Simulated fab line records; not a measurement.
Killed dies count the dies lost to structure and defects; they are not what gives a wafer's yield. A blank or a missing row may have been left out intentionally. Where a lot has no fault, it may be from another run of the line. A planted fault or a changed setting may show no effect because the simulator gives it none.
fab line records	flow sky130
record lots=12	wafers=35	lastDay=50
route steps=708 shown VIA3@576 METAL4@600 CAP2M@603 PAD_OPEN@708
lots that met no fault: from a run of the same line without faults
startH: start of the lot's first displayed wafer, in hours after the record's first day	waitH: hours elapsed since this lot's preceding step	" repeats the value in the row above	L1.1+2: a single row standing in for several wafers	- no value, or no start given	* or withheld: withheld	< > ~ a bound
route shown NAME@n: names a module that has steps shown in the file, with the first one's number in the route	usual: the fault-free wafers' mean and standard deviation	same: alike in all rows	chamber/n: place in a boat	sites: readings site by site	_std_site: the standard deviation of these	_edge_site: the outer-site mean with the inner-site mean subtracted	radiusMm: for every site, how far away it sits from the centre of the wafer	mask NAME#n: copy n	behind: the most recent tool/chamber to have shaped the wafer	hold: cause of the lot's hold/its duration in hours/its outcome	device: whichever transistor did not switch (one of n, p or np)	end of line: at the end of the route, the tests of the same wafers	where a step has no rows: the recipe by itself	killed: at the first sort, the dies lost to defects and structure; wafer yield is something else	map: the dies of a wafer, with x for killed, . for not killed, _ for no die there
set.NAME: setting as actually run; set.NAME@STEP: the setting as run at that earlier step	model.NAME: the simulator's own value behind a step, which no gauge read
one table for each step of the route and one row for each wafer, over a sample of lots
services: when a tool's chamber went out of use (startH, in hours from the record's first day, below 0 if earlier), for how many hours, and the reason
## steps
# step SKY_VIA3_BOW_MEAS_03
# recipe mode=bow
# usual VIA3_BOW=80/7.1
lot.wafer	tool	chamber	startH	waitH	VIA3_BOW[um]
L531.2	filmMetro-04	-	903.78	0.2	80
L531.5	"	-	"	"	73
L531.6	"	-	"	"	76
L532.3	filmMetro-02	-	919.56	0.1	79
L532.5	"	-	"	"	66
L532.6	"	-	"	"	78
L533.2	filmMetro-02	-	922.78	0.1	88
L533.3	"	-	"	"	80
L533.5	"	-	"	"	82
L535.2	filmMetro-04	-	931.84	0.2	65
L535.4	"	-	"	"	69
L535.6	"	-	"	"	72
L542.3	filmMetro-02	-	984.09	0.2	75
L542.4	"	-	"	"	78
L543.3	filmMetro-02	-	997.68	0.1	72
L543.5	"	-	"	"	92
L543.6	"	-	"	"	89
L544.1	filmMetro-01	-	1006.18	0.1	68
L544.5	"	-	"	"	71
L544.6	"	-	"	"	79
L547.1	filmMetro-02	-	1023.43	0.2	83
L547.4	"	-	"	"	78
L547.6	"	-	"	"	74
L548.2	filmMetro-04	-	1027.18	0.2	79
L548.3	"	-	"	"	72
L548.5	"	-	"	"	88
L551.1	filmMetro-04	-	1047.03	0.2	78
L551.5	"	-	"	"	79
L551.6	"	-	"	"	72
L552.1	filmMetro-01	-	1049.43	0.1	81
L552.4	"	-	"	"	72
L552.5	"	-	"	"	76
L554.3	filmMetro-01	-	1059.25	0.1	78
L554.5	"	-	"	"	78
L554.6	"	-	"	"	81
# step SKY_VIA3_OVL_MEAS_13
# usual VIA3_OVL=-2/4.8
lot.wafer	tool	chamber	startH	waitH	VIA3_OVL[nm]
L531.2	overlay-02	-	928.88	0.1	9
L531.5	"	-	"	"	-1
L531.6	"	-	"	"	9
L532.3	overlay-01	-	943.73	0.1	-8
L532.5	"	-	"	"	-4
L532.6	"	-	"	"	-9
L533.2	overlay-02	-	947.43	0.1	-3
L533.3	"	-	"	"	4
L533.5	"	-	"	"	4
L535.2	overlay-02	-	956.17	0.1	-3
L535.4	"	-	"	"	1
L535.6	"	-	"	"	2
L542.3	overlay-02	-	1007.59	0.1	1
L542.4	"	-	"	"	-2
L543.3	overlay-02	-	1020.88	0.1	-1
L543.5	"	-	"	"	2
L543.6	"	-	"	"	4
L544.1	overlay-02	-	1029.06	0.1	-3
L544.5	"	-	"	"	6
L544.6	"	-	"	"	-1
L547.1	overlay-01	-	1045.76	0.1	-8
L547.4	"	-	"	"	-7
L547.6	"	-	"	"	-3
L548.2	overlay-01	-	1049.87	0.1	-3
L548.3	"	-	"	"	3
L548.5	"	-	"	"	-4
L551.1	overlay-01	-	1068.43	0.1	-1
L551.5	"	-	"	"	1
L551.6	"	-	"	"	-4
L552.1	overlay-01	-	1071.48	0.1	1
L552.4	"	-	"	"	-6
L552.5	"	-	"	"	-7
L554.3	overlay-02	-	1080.84	0.1	1
L554.5	"	-	"	"	4
L554.6	"	-	"	"	3
# step SKY_METAL4_SPUTTER_02
# recipe material=AlCu	targetThkNm=735	powerW=10600	timeS=39.1	chamberPressurePa=0.4
# usual throttleValvePct=30.2/0.63
lot.wafer	tool	chamber	startH	waitH	throttleValvePct
L531.2	pvdSputter-03	-	930.45	0.0	30.7
L531.5	"	-	"	"	30.6
L531.6	"	-	"	"	30.5
L532.3	pvdSputter-03	-	945.16	0.0	30.4
L532.5	"	-	"	"	30.8
L532.6	"	-	"	"	31.0
L533.2	pvdSputter-04	-	948.87	0.0	30.4
L533.3	"	-	"	"	30.5
L533.5	"	-	"	"	30.5
L535.2	pvdSputter-04	-	957.61	0.0	30.2
L535.4	"	-	"	"	29.6
L535.6	"	-	"	"	30.5
L542.3	pvdSputter-01	-	1009.11	0.0	30.0
L542.4	"	-	"	"	28.5
L543.3	pvdSputter-03	-	1022.31	0.0	30.5
L543.5	"	-	"	"	30.2
L543.6	"	-	"	"	30.9
L544.1	pvdSputter-03	-	1030.51	0.0	30.5
L544.5	"	-	"	"	30.7
L544.6	"	-	"	"	30.4
L547.1	pvdSputter-04	-	1047.37	0.0	29.6
L547.4	"	-	"	"	30.5
L547.6	"	-	"	"	30.7
L548.2	pvdSputter-03	-	1051.82	0.0	30.5
L548.3	"	-	"	"	30.3
L548.5	"	-	"	"	30.6
L551.1	pvdSputter-03	-	1069.88	0.0	30.0
L551.5	"	-	"	"	30.3
L551.6	"	-	"	"	30.4
L552.1	pvdSputter-03	-	1072.92	0.0	30.6
L552.4	"	-	"	"	30.4
L552.5	"	-	"	"	30.2
L554.3	pvdSputter-03	-	1082.27	0.0	30.4
L554.5	"	-	"	"	30.1
L554.6	"	-	"	"	30.7
# step SKY_CAP2M_CVD_00
# recipe material=SiO2	targetThkNm=15.5	tempC=400	timeS=withheld	rfW=450
# usual heaterPowerW=722/110	rfFwdPowerW=440.9/1.9
lot.wafer	tool	chamber	startH	waitH	heaterPowerW	rfFwdPowerW
L531.2	pecvd-03	2	930.56	0.0	876	442.3
L531.5	"	1	"	"	759	439.5
L531.6	"	2	"	"	871	443.2
L532.3	pecvd-03	0	945.26	0.0	820	440.9
L532.5	"	2	"	"	864	442.6
L532.6	"	1	"	"	747	439.0
L533.2	pecvd-02	0	948.97	0.0	795	439.9
L533.3	"	2	"	"	710	443.1
L533.5	"	0	"	"	775	437.9
L535.2	pecvd-04	2	957.71	0.0	712	443.7
L535.4	"	1	"	"	526	440.9
L535.6	"	0	"	"	618	439.8
L542.3	pecvd-02	0	1009.22	0.0	757	510.1
L542.4	"	1	"	"	673	508.7
L543.3	pecvd-02	0	1022.42	0.0	824	512.1
L543.5	"	2	"	"	643	516.4
L543.6	"	1	"	"	659	511.9
L544.1	pecvd-02	1	1030.61	0.0	579	511.8
L544.5	"	0	"	"	762	510.7
L544.6	"	1	"	"	590	511.0
L547.1	pecvd-03	2	1047.48	0.0	886	439.4
L547.4	"	1	"	"	806	439.7
L547.6	"	0	"	"	821	442.7
L548.2	pecvd-03	0	1051.93	0.0	855	441.9
L548.3	"	1	"	"	836	437.4
L548.5	"	0	"	"	868	440.8
L551.1	pecvd-03	2	1069.98	0.0	844	442.3
L551.5	"	1	"	"	833	436.3
L551.6	"	2	"	"	874	443.2
L552.1	pecvd-04	1	1073.03	0.0	592	440.5
L552.4	"	2	"	"	658	443.9
L552.5	"	1	"	"	577	441.7
L554.3	pecvd-04	2	1082.37	0.0	750	442.1
L554.5	"	1	"	"	528	441.1
L554.6	"	2	"	"	751	442.9
# step SKY_CAP2M_THK_MEAS_01
# recipe reads=SiO2_of_CAP2M_CVD_00
# usual CAP2M_CVD_00_THK=15.46/0.24
lot.wafer	tool	chamber	startH	waitH	CAP2M_CVD_00_THK[nm]
L531.2	filmMetro-01	-	930.59	-	15.76
L531.5	"	-	"	"	15.08
L531.6	"	-	"	"	15.64
L532.3	filmMetro-02	-	945.30	-	15.11
L532.5	"	-	"	"	15.44
L532.6	"	-	"	"	15.04
L533.2	filmMetro-03	-	949.01	-	15.60
L533.3	"	-	"	"	15.46
L533.5	"	-	"	"	15.94
L535.2	filmMetro-01	-	957.74	-	15.25
L535.4	"	-	"	"	15.34
L535.6	"	-	"	"	15.72
L542.3	filmMetro-02	-	1009.26	-	15.89
L542.4	"	-	"	"	15.96
L543.3	filmMetro-03	-	1022.46	-	16.03
L543.5	"	-	"	"	16.34
L543.6	"	-	"	"	16.30
L544.1	filmMetro-03	-	1030.63	-	16.16
L544.5	"	-	"	"	16.29
L544.6	"	-	"	"	16.25
L547.1	filmMetro-01	-	1047.50	-	15.31
L547.4	"	-	"	"	15.19
L547.6	"	-	"	"	15.24
L548.2	filmMetro-03	-	1051.96	-	15.49
L548.3	"	-	"	"	15.54
L548.5	"	-	"	"	15.80
L551.1	filmMetro-03	-	1070.00	-	15.32
L551.5	"	-	"	"	15.41
L551.6	"	-	"	"	15.65
L552.1	filmMetro-02	-	1073.05	-	14.90
L552.4	"	-	"	"	15.36
L552.5	"	-	"	"	15.24
L554.3	filmMetro-03	-	1082.42	-	15.44
L554.5	"	-	"	"	15.44
L554.6	"	-	"	"	15.52
# step SKY_PAD_OPEN_PROBE_99
# usual defectLimitedYield=82.5/1.9	killed_at_M0_to_M3=43/7.6	killed_at_M4_up=2.9/1.7	killedAtContacts=24/5.5	killedAtFrontEnd=15/4.2	killedAtOther=0.3/0.52	killedDies=86/9.4	killedOpen=47/7	killedShort=39/6.4	sort_bin_3_pad_short=0.9/0.4	sort_bin_5_function=10.3/1.6	sort_bin_6_memory=6.2/1.1	sortNPass=406/9.4	sortYieldPct=82.5/1.9
# same grossDies=492	killedAtBackSide=0	sort_bin_4_leakage[%]=0	sort_bin_8_speed[%]=0
lot.wafer	tool	chamber	startH	waitH	defectLimitedYield[%]	killed_at_M0_to_M3	killed_at_M4_up	killedAtContacts	killedAtFrontEnd	killedAtOther	killedDies	killedOpen	killedShort	sort_bin_3_pad_short[%]	sort_bin_5_function[%]	sort_bin_6_memory[%]	sortNPass	sortYieldPct[%]
L535.2	prober-02	-	1100.92	0.1	79.9	41	2	34	20	2	99	57	42	1.4	11.6	7.1	393	79.9
L535.4	prober-02	-	1101.02	0.2	83.5	39	4	24	14	0	81	47	34	0.8	11.0	4.7	411	83.5
L535.6	prober-02	-	1101.12	0.2	81.9	52	3	26	8	0	89	49	40	1.2	11.4	5.5	403	81.9
L542.3	prober-01	-	1143.70	0.2	81.9	44	1	30	14	0	89	45	44	0.6	12.0	5.5	403	81.9
L542.4	prober-01	-	1143.75	0.2	83.5	32	2	28	19	0	81	55	26	0.6	9.1	6.7	411	83.5
L543.3	prober-02	-	1152.03	0.2	80.1	46	4	25	23	0	98	53	45	1.4	11.6	6.9	394	80.1
L543.5	prober-02	-	1152.13	0.2	86.2	39	0	22	7	0	68	27	40	0.6	8.5	4.7	424	86.2
L543.6	prober-02	-	1152.18	0.2	82.5	37	2	30	17	0	86	54	32	0.6	10.2	6.7	406	82.5
L544.1	prober-01	-	1158.83	0.1	86.2	35	4	16	13	0	68	37	31	0.8	8.3	4.7	424	86.2
L544.5	prober-01	-	1159.03	0.2	83.5	47	5	18	10	1	81	47	33	0.6	9.8	6.1	411	83.5
L544.6	prober-01	-	1159.08	0.2	84.3	45	5	20	7	0	77	40	36	0.6	8.7	6.3	415	84.3
L548.2	prober-01	-	1176.93	0.1	86.6	35	2	21	8	0	66	45	21	0.4	7.1	5.9	426	86.6
L548.3	prober-01	-	1176.98	0.2	83.7	41	1	26	12	0	80	46	34	0.6	11.4	4.3	412	83.7
L548.5	prober-01	-	1177.08	0.2	83.5	43	2	17	19	0	81	48	33	0.6	9.1	6.7	411	83.5
L551.1	prober-02	-	1190.13	0.1	80.1	53	3	21	21	0	98	51	47	1.2	12.8	5.9	394	80.1
L551.5	prober-02	-	1190.33	0.2	85.0	39	5	16	13	1	74	44	30	1.2	8.1	5.7	418	85.0
L551.6	prober-02	-	1190.38	0.2	80.9	48	2	22	22	0	94	56	38	0.8	11.0	7.3	398	80.9
L552.1	prober-01	-	1192.10	0.1	81.9	42	6	26	15	0	89	50	39	1.0	11.8	5.3	403	81.9
L552.4	prober-01	-	1192.25	0.2	82.9	35	1	28	20	0	84	45	39	0.8	9.6	6.7	408	82.9
L552.5	prober-01	-	1192.30	0.2	80.5	44	3	25	24	0	96	50	46	0.8	11.6	7.1	396	80.5
# killed by level:class
L535.2 LI_CONTACT:geometricParticle:open=12 VIA3:geometricParticle:open=10 CONTACT:geometricParticle:short=9 FIELD_ISO:geometricParticle:short=7 CONTACT:geometricParticle:open=6 VIA1:geometricParticle:short=6 VIA1:geometricParticle:open=6 VIA2:geometricParticle:open=6
L535.4 CONTACT:geometricParticle:open=11 VIA1:geometricParticle:open=8 LI_CONTACT:geometricParticle:open=6 VIA3:geometricParticle:open=6 VIA2:geometricParticle:open=5 FIELD_ISO:geometricParticle:open=4 VIA1:geometricParticle:short=4 VIA2:geometricParticle:short=4
L535.6 CONTACT:geometricParticle:open=12 METAL1:geometricParticle:short=9 VIA1:geometricParticle:open=9 VIA3:geometricParticle:open=7 LOCAL_INTERCONNECT:geometricParticle:short=5 VIA2:geometricParticle:open=5 VIA1:geometricParticle:short=4 VIA3:geometricParticle:short=4
L542.3 LI_CONTACT:geometricParticle:open=12 METAL2:geometricParticle:short=11 CONTACT:geometricParticle:short=7 CONTACT:geometricParticle:open=7 VIA1:geometricParticle:open=7 METAL1:geometricParticle:short=6 POLY_GATE:geometricParticle:open=5 VIA3:geometricParticle:open=4
L542.4 CONTACT:geometricParticle:open=16 VIA3:geometricParticle:open=11 VIA1:geometricParticle:open=6 LI_CONTACT:geometricParticle:open=6 POLY_GATE:geometricParticle:open=5 FIELD_ISO:geometricParticle:open=4 POLY_GATE:geometricParticle:short=4 CONTACT:geometricParticle:short=4
L543.3 VIA1:geometricParticle:open=12 CONTACT:geometricParticle:open=9 VIA2:geometricParticle:open=8 FIELD_ISO:geometricParticle:short=7 POLY_GATE:geometricParticle:short=7 LOCAL_INTERCONNECT:geometricParticle:short=7 FIELD_ISO:geometricParticle:open=6 LI_CONTACT:geometricParticle:open=6
L543.5 VIA3:geometricParticle:short=8 VIA1:geometricParticle:open=8 LI_CONTACT:geometricParticle:open=6 CONTACT:geometricParticle:short=5 CONTACT:geometricParticle:open=5 LOCAL_INTERCONNECT:geometricParticle:short=4 METAL2:geometricParticle:short=4 VIA2:geometricParticle:open=4
L543.6 CONTACT:geometricParticle:open=13 LI_CONTACT:geometricParticle:open=8 FIELD_ISO:geometricParticle:open=7 VIA1:geometricParticle:open=7 VIA3:geometricParticle:open=7 VIA2:geometricParticle:open=6 CONTACT:geometricParticle:short=6 METAL2:geometricParticle:short=5
L544.1 VIA1:geometricParticle:open=11 CONTACT:geometricParticle:open=6 VIA1:geometricParticle:short=5 VIA2:geometricParticle:open=5 FIELD_ISO:geometricParticle:short=4 LI_CONTACT:geometricParticle:open=4 LOCAL_INTERCONNECT:geometricParticle:short=4 FIELD_ISO:geometricParticle:open=3
L544.5 CONTACT:geometricParticle:open=11 VIA1:geometricParticle:open=11 VIA2:geometricParticle:open=10 METAL1:geometricParticle:short=7 METAL4:geometricParticle:short=5 FIELD_ISO:geometricParticle:open=4 VIA1:geometricParticle:short=4 METAL2:geometricParticle:short=4
L544.6 VIA1:geometricParticle:open=11 VIA2:geometricParticle:open=7 VIA1:geometricParticle:short=7 CONTACT:geometricParticle:open=6 METAL3:geometricParticle:short=6 LOCAL_INTERCONNECT:geometricParticle:short=4 CONTACT:geometricParticle:short=4 METAL2:geometricParticle:short=4
L548.2 VIA1:geometricParticle:open=9 CONTACT:geometricParticle:open=8 LI_CONTACT:geometricParticle:open=7 VIA2:geometricParticle:open=7 VIA1:geometricParticle:short=5 LOCAL_INTERCONNECT:geometricParticle:short=4 VIA3:geometricParticle:open=4 FIELD_ISO:geometricParticle:short=2
L548.3 VIA1:geometricParticle:open=9 CONTACT:geometricParticle:open=8 LOCAL_INTERCONNECT:geometricParticle:short=6 POLY_GATE:geometricParticle:open=5 LI_CONTACT:geometricParticle:open=5 CONTACT:geometricParticle:short=5 VIA2:geometricParticle:open=5 VIA1:geometricParticle:short=5
L548.5 VIA1:geometricParticle:open=11 FIELD_ISO:geometricParticle:short=8 VIA3:geometricParticle:open=8 CONTACT:geometricParticle:open=7 VIA1:geometricParticle:short=7 VIA2:geometricParticle:open=6 LI_CONTACT:geometricParticle:open=4 METAL1:geometricParticle:short=4
L551.1 VIA1:geometricParticle:open=13 METAL2:geometricParticle:short=10 VIA2:geometricParticle:open=9 CONTACT:geometricParticle:open=6 LI_CONTACT:geometricParticle:open=5 VIA1:geometricParticle:short=5 POLY_GATE:geometricParticle:short=4 LOCAL_INTERCONNECT:geometricParticle:short=4
L551.5 VIA1:geometricParticle:open=8 METAL2:geometricParticle:short=7 VIA3:geometricParticle:open=6 VIA2:geometricParticle:open=6 CONTACT:geometricParticle:open=5 POLY_GATE:geometricParticle:open=4 CONTACT:geometricParticle:short=4 FIELD_ISO:geometricParticle:open=3
L551.6 VIA3:geometricParticle:open=14 CONTACT:geometricParticle:open=8 VIA1:geometricParticle:open=8 LI_CONTACT:geometricParticle:open=7 POLY_GATE:geometricParticle:open=6 VIA1:geometricParticle:short=6 FIELD_ISO:geometricParticle:open=5 FIELD_ISO:geometricParticle:short=4
L552.1 CONTACT:geometricParticle:open=11 LI_CONTACT:geometricParticle:open=7 METAL1:geometricParticle:short=7 VIA2:geometricParticle:open=7 VIA1:geometricParticle:open=6 FIELD_ISO:geometricParticle:open=5 METAL3:geometricParticle:short=5 POLY_GATE:geometricParticle:short=4
L552.4 FIELD_ISO:geometricParticle:open=8 CONTACT:geometricParticle:open=8 VIA2:geometricParticle:open=8 LI_CONTACT:geometricParticle:short=7 VIA3:geometricParticle:open=7 METAL2:geometricParticle:short=6 FIELD_ISO:geometricParticle:short=5 LOCAL_INTERCONNECT:geometricParticle:short=5
L552.5 CONTACT:geometricParticle:open=12 VIA1:geometricParticle:open=11 POLY_GATE:geometricParticle:short=7 METAL1:geometricParticle:short=7 VIA3:geometricParticle:open=7 FIELD_ISO:geometricParticle:open=6 METAL2:geometricParticle:short=6 POLY_GATE:geometricParticle:open=5
## services
tool	chamber	startH	hours	kind
pvdSputter-01	1	912.08	-	consumableReplace:kit
pvdSputter-01	1	912.08	18.0	scheduledDown
pvdSputter-01	1	912.08	18.0	ventCycle
pvdSputter-01	-	938.20	8.3	repair
pvdSputter-03	1	947.70	-	consumableReplace:kit
pvdSputter-03	1	947.70	18.0	scheduledDown
pvdSputter-03	1	947.70	18.0	ventCycle
pvdSputter-04	0	958.13	-	consumableReplace:kit
pvdSputter-04	0	958.13	18.0	scheduledDown
pvdSputter-04	0	958.13	18.0	ventCycle
pvdSputter-01	0	982.08	-	consumableReplace:kit
pecvd-03	-	982.75	0.5	repair
pvdSputter-01	-	989.62	0.8	repair
pecvd-04	1	997.59	4.6	scheduledDown
pecvd-03	1	997.85	5.5	scheduledDown
pecvd-03	1	1003.31	-	clean
pecvd-03	1	1003.31	-	consumableReplace:showerhead
pecvd-03	1	1003.31	29.0	scheduledDown
pecvd-03	1	1003.31	29.0	ventCycle
pecvd-03	0	1033.24	4.7	repair
pecvd-04	2	1041.06	5.5	scheduledDown
pvdSputter-01	-	1050.25	10.0	repair
pecvd-04	0	1052.73	5.5	scheduledDown
pecvd-02	1	1055.69	4.8	repair
## key
firstSign step=SKY_CAP2M_CVD_00	reading=rfFwdPowerW	direction=up	sigmas=37	usual=440.9	struck=511.6
effect step=SKY_CAP2M_THK_MEAS_01	reading=CAP2M_CVD_00_THK	direction=up	sigmas=2.9	usual=15.46	struck=16.15
metAt SKY_CAP2M_CVD_00
struckLots L542,L543,L544
notActingAt SKY_VIA3_BOW_MEAS_03,SKY_VIA3_OVL_MEAS_13,SKY_METAL4_SPUTTER_02
onsetBetween 948.97 1009.22
fault kind=processParameterDrift	tool=pecvd-02	chamber=-	onsetH=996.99	steps=SKY_CAP2M_CVD_00	channel=rfW	offset=72	shape=step	endH=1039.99	actsIn=theseRecipesOnly	stated=450
